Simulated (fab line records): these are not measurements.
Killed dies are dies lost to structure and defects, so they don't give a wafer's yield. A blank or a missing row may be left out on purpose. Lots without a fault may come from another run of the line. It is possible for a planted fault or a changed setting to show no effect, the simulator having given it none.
The tool behind it: which one? || flow gf180mcu || 36 wafers from 12 lots sampled at 6 of the route's 602 steps

## WHAT EACH GAUGE READ, for each wafer
GF_STI_THK_MEAS_02. Usual: STI_OXIDATION_THK 10.07 nm, standard deviation 0.19.
{"lot": "L682", "measured": "day 1 16:31", "on": "film_metro-03", "STI_OXIDATION_THK (nm)": "10.24 10.35 10.17", "flag": ""}
{"lot": "L684", "measured": "day 2 04:28", "on": "film_metro-04", "STI_OXIDATION_THK (nm)": "10.20 10.15 10.16", "flag": ""}
{"lot": "L686", "measured": "day 2 12:31", "on": "film_metro-04", "STI_OXIDATION_THK (nm)": "10.29 10.12 10.22", "flag": ""}
{"lot": "L687", "measured": "day 2 17:32", "on": "film_metro-04", "STI_OXIDATION_THK (nm)": "9.97 9.98 9.95", "flag": ""}
{"lot": "L688", "measured": "day 2 22:31", "on": "film_metro-03", "STI_OXIDATION_THK (nm)": "9.67 9.70 9.53", "flag": ""}
{"lot": "L689", "measured": "day 3 03:32", "on": "film_metro-02", "STI_OXIDATION_THK (nm)": "10.10 10.36 10.28", "flag": ""}
{"lot": "L690", "measured": "day 3 08:32", "on": "film_metro-02", "STI_OXIDATION_THK (nm)": "10.00 10.12 9.94", "flag": ""}
{"lot": "L693", "measured": "day 4 00:49", "on": "film_metro-03", "STI_OXIDATION_THK (nm)": "10.09 10.10 10.09", "flag": ""}
{"lot": "L697", "measured": "day 4 19:31", "on": "film_metro-02", "STI_OXIDATION_THK (nm)": "9.98 9.94 9.88", "flag": ""}
{"lot": "L701", "measured": "day 5 16:02", "on": "film_metro-04", "STI_OXIDATION_THK (nm)": "9.99 9.99 10.05", "flag": ""}
{"lot": "L702", "measured": "day 5 21:26", "on": "film_metro-03", "STI_OXIDATION_THK (nm)": "9.89 10.01 10.07", "flag": ""}
{"lot": "L703", "measured": "day 6 01:31", "on": "film_metro-02", "STI_OXIDATION_THK (nm)": "10.40 10.32 10.31", "flag": ""}

GF_NWELL_TW_MEAS_11. Usual: NWELL_TW 1566, standard deviation 17.
{"lot": "L682", "measured": "day 3 14:19", "on": "film_metro-02", "NWELL_TW": "1575 1564 1569", "flag": ""}
{"lot": "L684", "measured": "day 4 01:23", "on": "film_metro-02", "NWELL_TW": "1595 1600 1590", "flag": ""}
{"lot": "L686", "measured": "day 4 09:50", "on": "film_metro-02", "NWELL_TW": "1575 1583 1590", "flag": ""}
{"lot": "L687", "measured": "day 4 15:56", "on": "film_metro-04", "NWELL_TW": "1562 1561 1563", "flag": ""}
{"lot": "L688", "measured": "day 4 21:49", "on": "film_metro-01", "NWELL_TW": "1546 1546 1538", "flag": ""}
{"lot": "L689", "measured": "day 5 02:47", "on": "film_metro-04", "NWELL_TW": "1634 1623 1627", "flag": "OFF"}
{"lot": "L690", "measured": "day 5 08:29", "on": "film_metro-02", "NWELL_TW": "1587 1592 1594", "flag": ""}
{"lot": "L693", "measured": "day 6 02:51", "on": "film_metro-02", "NWELL_TW": "1647 1646 1644", "flag": "OFF"}
{"lot": "L697", "measured": "day 6 23:38", "on": "film_metro-04", "NWELL_TW": "1633 1620 1624", "flag": "OFF"}
{"lot": "L701", "measured": "day 7 22:49", "on": "film_metro-02", "NWELL_TW": "1570 1569 1570", "flag": ""}
{"lot": "L702", "measured": "day 8 03:49", "on": "film_metro-01", "NWELL_TW": "1547 1537 1539", "flag": ""}
{"lot": "L703", "measured": "day 8 08:53", "on": "film_metro-01", "NWELL_TW": "1538 1548 1541", "flag": ""}

GF_VT_IMPLANT_OVL_MEAS_40. Usual: VT_IMPLANT_03_OVL -1.3 nm, standard deviation 1.2.
{"lot": "L682", "measured": "day 7 19:44", "on": "overlay-02", "VT_IMPLANT_03_OVL (nm)": "-1.0 -0.5 -2.0", "flag": ""}
{"lot": "L684", "measured": "day 8 09:57", "on": "overlay-01", "VT_IMPLANT_03_OVL (nm)": "0.0 -1.7 -0.4", "flag": ""}
{"lot": "L686", "measured": "day 8 20:59", "on": "overlay-02", "VT_IMPLANT_03_OVL (nm)": "-0.9 -2.0 -0.8", "flag": ""}
{"lot": "L687", "measured": "day 9 05:29", "on": "overlay-01", "VT_IMPLANT_03_OVL (nm)": "-3.3 -2.3 -2.1", "flag": ""}
{"lot": "L688", "measured": "day 9 10:24", "on": "overlay-02", "VT_IMPLANT_03_OVL (nm)": "-0.6 0.1 -0.5", "flag": ""}
{"lot": "L689", "measured": "day 9 16:02", "on": "overlay-02", "VT_IMPLANT_03_OVL (nm)": "-0.6 -0.1 -0.7", "flag": ""}
{"lot": "L690", "measured": "day 9 23:47", "on": "overlay-02", "VT_IMPLANT_03_OVL (nm)": "-0.9 0.3 -0.9", "flag": ""}
{"lot": "L693", "measured": "day 10 20:14", "on": "overlay-02", "VT_IMPLANT_03_OVL (nm)": "-1.5 -0.8 -1.1", "flag": ""}
{"lot": "L697", "measured": "day 11 23:17", "on": "overlay-01", "VT_IMPLANT_03_OVL (nm)": "-2.3 -3.3 -2.0", "flag": ""}
{"lot": "L701", "measured": "day 13 04:58", "on": "overlay-02", "VT_IMPLANT_03_OVL (nm)": "-2.9 -1.8 -1.4", "flag": ""}
{"lot": "L702", "measured": "day 13 11:58", "on": "overlay-01", "VT_IMPLANT_03_OVL (nm)": "-2.1 -2.1 -2.9", "flag": ""}
{"lot": "L703", "measured": "day 13 16:12", "on": "overlay-01", "VT_IMPLANT_03_OVL (nm)": "-2.8 -3.3 -2.5", "flag": ""}

GF_VT_IMPLANT_RS_MEAS_47: uses a four-point probe to measure. Usual: NWELL_RS 488.2 ohm/sq, standard deviation 1.5.
{"lot": "L682", "measured": "day 7 20:22", "on": "film_metro-01", "NWELL_RS (ohm/sq)": "490.7 494.0 492.4", "flag": ""}
{"lot": "L684", "measured": "day 8 10:34", "on": "film_metro-04", "NWELL_RS (ohm/sq)": "486.9 488.4 487.1", "flag": ""}
{"lot": "L686", "measured": "day 8 21:37", "on": "film_metro-02", "NWELL_RS (ohm/sq)": "489.4 490.3 489.3", "flag": ""}
{"lot": "L687", "measured": "day 9 06:13", "on": "film_metro-04", "NWELL_RS (ohm/sq)": "488.8 487.2 489.5", "flag": ""}
{"lot": "L688", "measured": "day 9 11:02", "on": "film_metro-01", "NWELL_RS (ohm/sq)": "488.8 488.7 487.6", "flag": ""}
{"lot": "L689", "measured": "day 9 16:40", "on": "film_metro-04", "NWELL_RS (ohm/sq)": "429.4 429.8 430.3", "flag": "OFF"}
{"lot": "L690", "measured": "day 10 00:23", "on": "film_metro-01", "NWELL_RS (ohm/sq)": "486.7 489.0 487.3", "flag": ""}
{"lot": "L693", "measured": "day 10 21:00", "on": "film_metro-01", "NWELL_RS (ohm/sq)": "429.5 430.0 429.9", "flag": "OFF"}
{"lot": "L697", "measured": "day 11 23:55", "on": "film_metro-01", "NWELL_RS (ohm/sq)": "430.1 430.3 429.9", "flag": "OFF"}
{"lot": "L701", "measured": "day 13 05:38", "on": "film_metro-01", "NWELL_RS (ohm/sq)": "489.0 488.0 489.8", "flag": ""}
{"lot": "L702", "measured": "day 13 12:38", "on": "film_metro-02", "NWELL_RS (ohm/sq)": "488.5 487.3 487.4", "flag": ""}
{"lot": "L703", "measured": "day 13 16:49", "on": "film_metro-02", "NWELL_RS (ohm/sq)": "488.4 487.2 489.7", "flag": ""}

## EACH LOT AND THE TOOL THAT RAN IT (in order: tool; ch and the chambers of the sampled wafers; start)
{"lot": "L682", "GF_NWELL_IMPLANT_09": "implanter-01 ch 0, day 3 14:05", "GF_MVPSD_STRIP_10": "plasma_asher-03 ch 0, day 5 07:26"}
{"lot": "L684", "GF_NWELL_IMPLANT_09": "implanter-01 ch 0, day 4 01:08", "GF_MVPSD_STRIP_10": "plasma_asher-04 ch 0,1, day 5 19:14"}
{"lot": "L686", "GF_NWELL_IMPLANT_09": "implanter-04 ch 0, day 4 09:35", "GF_MVPSD_STRIP_10": "plasma_asher-01 ch 0,1, day 6 04:23"}
{"lot": "L687", "GF_NWELL_IMPLANT_09": "implanter-01 ch 0, day 4 15:43", "GF_MVPSD_STRIP_10": "plasma_asher-04 ch 0,1, day 6 11:45"}
{"lot": "L688", "GF_NWELL_IMPLANT_09": "implanter-01 ch 0, day 4 21:34", "GF_MVPSD_STRIP_10": "plasma_asher-01 ch 0,1, day 6 18:19"}
{"lot": "L689", "GF_NWELL_IMPLANT_09": "implanter-02 ch 0, day 5 02:14", "GF_MVPSD_STRIP_10": "plasma_asher-03 ch 0,1, day 6 23:44"}
{"lot": "L690", "GF_NWELL_IMPLANT_09": "implanter-04 ch 0, day 5 08:14", "GF_MVPSD_STRIP_10": "plasma_asher-03 ch 0,1, day 7 05:20"}
{"lot": "L693", "GF_NWELL_IMPLANT_09": "implanter-02 ch 0, day 6 02:17", "GF_MVPSD_STRIP_10": "plasma_asher-04 ch 0,1, day 8 01:22"}
{"lot": "L697", "GF_NWELL_IMPLANT_09": "implanter-02 ch 0, day 6 23:05", "GF_MVPSD_STRIP_10": "plasma_asher-01 ch 0,1, day 9 00:37"}
{"lot": "L701", "GF_NWELL_IMPLANT_09": "implanter-01 ch 0, day 7 22:34", "GF_MVPSD_STRIP_10": "plasma_asher-03 ch 0,1, day 10 02:50"}
{"lot": "L702", "GF_NWELL_IMPLANT_09": "implanter-02 ch 0, day 8 03:34", "GF_MVPSD_STRIP_10": "plasma_asher-03 ch 0,1, day 10 07:32"}
{"lot": "L703", "GF_NWELL_IMPLANT_09": "implanter-02 ch 0, day 8 08:38", "GF_MVPSD_STRIP_10": "plasma_asher-01 ch 0,1, day 10 11:41"}
- GF_NWELL_IMPLANT_09
- GF_MVPSD_STRIP_10: strips in O2/N2.

## AS READ BY THE TOOLS THEMSELVES (means over the sampled wafers that have a number; for cases with no such wafer, the mark the record gives instead)
GF_NWELL_IMPLANT_09. Usual: beam_on_s reads 10.00 s (standard deviation 0.21).
{"lot": "L682", "tool": "implanter-01", "beam_on_s (s)": 10.15, "flag": ""}
{"lot": "L684", "tool": "implanter-01", "beam_on_s (s)": 10.09, "flag": ""}
{"lot": "L686", "tool": "implanter-04", "beam_on_s (s)": 9.87, "flag": ""}
{"lot": "L687", "tool": "implanter-01", "beam_on_s (s)": 9.93, "flag": ""}
{"lot": "L688", "tool": "implanter-01", "beam_on_s (s)": 9.90, "flag": ""}
{"lot": "L689", "tool": "implanter-02", "beam_on_s (s)": 10.04, "flag": ""}
{"lot": "L690", "tool": "implanter-04", "beam_on_s (s)": 9.88, "flag": ""}
{"lot": "L693", "tool": "implanter-02", "beam_on_s (s)": 10.06, "flag": ""}
{"lot": "L697", "tool": "implanter-02", "beam_on_s (s)": 10.01, "flag": ""}
{"lot": "L701", "tool": "implanter-01", "beam_on_s (s)": 9.94, "flag": ""}
{"lot": "L702", "tool": "implanter-02", "beam_on_s (s)": 9.82, "flag": ""}
{"lot": "L703", "tool": "implanter-02", "beam_on_s (s)": 9.77, "flag": ""}

GF_MVPSD_STRIP_10. Usual: drypump_motor_current_A 5.8 A, standard deviation 0.57; heater_power_w 332 W, standard deviation 28; oes_product_au 0.723 a.u., standard deviation 0.0044; strip_time_to_endpoint_s 36.97 s, standard deviation 0.089.
{"lot": "L682", "tool": "plasma_asher-03", "drypump_motor_current_A (A)": 4.9, "heater_power_w (W)": 317, "oes_product_au (a.u.)": 0.718, "strip_time_to_endpoint_s (s)": 36.98, "flag": ""}
{"lot": "L684", "tool": "plasma_asher-04", "drypump_motor_current_A (A)": 5.4, "heater_power_w (W)": 378, "oes_product_au (a.u.)": 0.728, "strip_time_to_endpoint_s (s)": 37.05, "flag": ""}
{"lot": "L686", "tool": "plasma_asher-01", "drypump_motor_current_A (A)": 6.1, "heater_power_w (W)": 313, "oes_product_au (a.u.)": 0.722, "strip_time_to_endpoint_s (s)": 36.96, "flag": ""}
{"lot": "L687", "tool": "plasma_asher-04", "drypump_motor_current_A (A)": 5.4, "heater_power_w (W)": 381, "oes_product_au (a.u.)": 0.723, "strip_time_to_endpoint_s (s)": 37.01, "flag": ""}
{"lot": "L688", "tool": "plasma_asher-01", "drypump_motor_current_A (A)": 6.4, "heater_power_w (W)": 319, "oes_product_au (a.u.)": 0.721, "strip_time_to_endpoint_s (s)": 37.12, "flag": ""}
{"lot": "L689", "tool": "plasma_asher-03", "drypump_motor_current_A (A)": 5.6, "heater_power_w (W)": 315, "oes_product_au (a.u.)": 0.722, "strip_time_to_endpoint_s (s)": 36.92, "flag": ""}
{"lot": "L690", "tool": "plasma_asher-03", "drypump_motor_current_A (A)": 5.6, "heater_power_w (W)": 315, "oes_product_au (a.u.)": 0.721, "strip_time_to_endpoint_s (s)": 36.94, "flag": ""}
{"lot": "L693", "tool": "plasma_asher-04", "drypump_motor_current_A (A)": 5.4, "heater_power_w (W)": 373, "oes_product_au (a.u.)": 0.720, "strip_time_to_endpoint_s (s)": 37.00, "flag": ""}
{"lot": "L697", "tool": "plasma_asher-01", "drypump_motor_current_A (A)": 6.2, "heater_power_w (W)": 314, "oes_product_au (a.u.)": 0.724, "strip_time_to_endpoint_s (s)": 36.87, "flag": ""}
{"lot": "L701", "tool": "plasma_asher-03", "drypump_motor_current_A (A)": 5.6, "heater_power_w (W)": 323, "oes_product_au (a.u.)": 0.726, "strip_time_to_endpoint_s (s)": 36.87, "flag": ""}
{"lot": "L702", "tool": "plasma_asher-03", "drypump_motor_current_A (A)": 5.6, "heater_power_w (W)": 320, "oes_product_au (a.u.)": 0.723, "strip_time_to_endpoint_s (s)": 36.81, "flag": ""}
{"lot": "L703", "tool": "plasma_asher-01", "drypump_motor_current_A (A)": 6.1, "heater_power_w (W)": 314, "oes_product_au (a.u.)": 0.722, "strip_time_to_endpoint_s (s)": 37.00, "flag": ""}

## THE ANSWER, worked out from the rows above alone
Rule: a lot counts as off when the mean over its wafers that have a number is more than 3 standard deviations away from the usual mean. Also off: a lot with no number at a reading for which 4 or more lots have one. Any other lot the step has rows for is counted as sound. After the gauges, taken in route order, come the tools' own readings; for these a lot's mean is taken, as printed above. The first step at which some lot is off is used, and at that step the reading that is off furthest; a lot without a number counts as furthest.
Off: at GF_NWELL_TW_MEAS_11 (NWELL_TW), L689, L693, L697.
If a tool, at a process step before that reading, ran all the lots that are off and no sound lot after the first of them, it fits. Those tools and the gauges at GF_NWELL_TW_MEAS_11 are tried in the same way. Of those tried, none fits.

## WHAT THE SIMULATOR HAD INSERTED
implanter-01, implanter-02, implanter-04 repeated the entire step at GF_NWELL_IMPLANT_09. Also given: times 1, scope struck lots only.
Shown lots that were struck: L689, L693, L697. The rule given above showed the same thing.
